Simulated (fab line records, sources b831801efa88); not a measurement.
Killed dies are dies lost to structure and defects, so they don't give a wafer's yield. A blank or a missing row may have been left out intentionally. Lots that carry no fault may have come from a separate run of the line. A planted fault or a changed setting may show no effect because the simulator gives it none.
The tool behind it: which one?    flow gf180mcu    14 lots with 42 wafers sampled at 2 steps, on a route of 602 steps

## WHAT THE GAUGES SHOWED, per wafer
GF_V5_RS_MEAS_24: the measuring method here is four-point-probe.
lot   measured      on             V5_W_RS (ohm/sq)
L174  day 27 20:04  film_metro-03  0.3288 0.3305 0.3254
L175  day 28 02:00  film_metro-04  0.3304 0.3291 0.3247
L176  day 28 18:28  film_metro-04  0.3295 0.3280 0.3312
L177  day 28 22:02  film_metro-03  0.3308 0.3275 0.3264
L179  day 29 09:22  film_metro-03  0.3249 0.3246 0.3234
L178  day 29 13:19  film_metro-04  0.3272 0.3290 0.3275
L180  day 29 14:01  film_metro-04  0.3273 0.3262 0.3286
L181  day 30 00:10  film_metro-03  0.3321 0.3285 0.3276
L182  day 30 08:01  film_metro-04  0.3256 0.3221 0.3245
L184  day 31 00:26  film_metro-01  0.3338 0.3314 0.3335
L185  day 31 04:55  film_metro-03  0.3294 0.3266 0.3330
L187  day 31 15:19  film_metro-04  0.3263 0.3253 0.3254
L188  day 31 23:38  film_metro-04  0.3234 0.3288 0.3307
L197  day 33 23:58  film_metro-04  0.3260 0.3328 0.3253

## EACH LOT AND THE TOOL THAT RAN IT (in order: tool; ch and the chambers of the sampled wafers; start)
lot   GF_V5_SPUTTER_21
L174  pvd_sputter-04, day 27 19:50
L175  pvd_sputter-04, day 28 01:41
L176  pvd_sputter-03, day 28 18:13
L177  pvd_sputter-01, day 28 21:48
L179  pvd_sputter-01, day 29 09:08
L178  pvd_sputter-04, day 29 13:03
L180  pvd_sputter-01, day 29 13:46
L181  pvd_sputter-04, day 29 23:56
L182  pvd_sputter-01, day 30 07:47
L184  pvd_sputter-03, day 31 00:14
L185  pvd_sputter-04, day 31 04:41
L187  pvd_sputter-04, day 31 15:05
L188  pvd_sputter-04, day 31 23:25
L197  pvd_sputter-03, day 33 23:44
- GF_V5_SPUTTER_21: material Ti, target thk 15 nm, time 80.02 s.

## WHAT THE TOOLS THEMSELVES READ (means of the sampled wafers that have a number; where no wafer has one, the mark that the record gives instead)
GF_V5_SPUTTER_21.
lot   tool            substrate_temp_c (C)  throttle_valve_pct (%)
L174  pvd_sputter-04  199.91                31.3
L175  pvd_sputter-04  200.03                30.6
L176  pvd_sputter-03  200.07                31.1
L177  pvd_sputter-01  200.10                30.9
L179  pvd_sputter-01  199.85                30.8
L178  pvd_sputter-04  200.06                29.2
L180  pvd_sputter-01  200.02                30.3
L181  pvd_sputter-04  200.12                29.7
L182  pvd_sputter-01  199.88                30.7
L184  pvd_sputter-03  199.93                31.1
L185  pvd_sputter-04  200.05                30.3
L187  pvd_sputter-04  200.03                31.1
L188  pvd_sputter-04  200.17                29.7
L197  pvd_sputter-03  199.92                30.7

## THE ANSWER, worked out from the rows above alone
Rule: the usual values come from the lots themselves. Put in order of their means at a reading, lots are off if they are a third of the lots or fewer, leave a main group of 4 or more, and stand apart from it by a gap of 3 or more times the standard deviation of the main group's means; of several such gaps the widest counts. If all means in a main group match to the digits the tables above print for the reading, that group is not used. A lot without any number at a reading at which 4 lots or more have one is off too. Where the step has rows for the other lots, those lots are counted as sound. Order of review: gauges by route order, followed by the tools' own readings, for which a lot's mean as printed above is used. The first step at which some lot is off is used, and at that step the reading that is off furthest; a lot without a number counts as furthest.
Across all readings shown, no lot is off: no conclusion can be drawn from this.

## WHAT WAS PUT IN BY THE SIMULATOR
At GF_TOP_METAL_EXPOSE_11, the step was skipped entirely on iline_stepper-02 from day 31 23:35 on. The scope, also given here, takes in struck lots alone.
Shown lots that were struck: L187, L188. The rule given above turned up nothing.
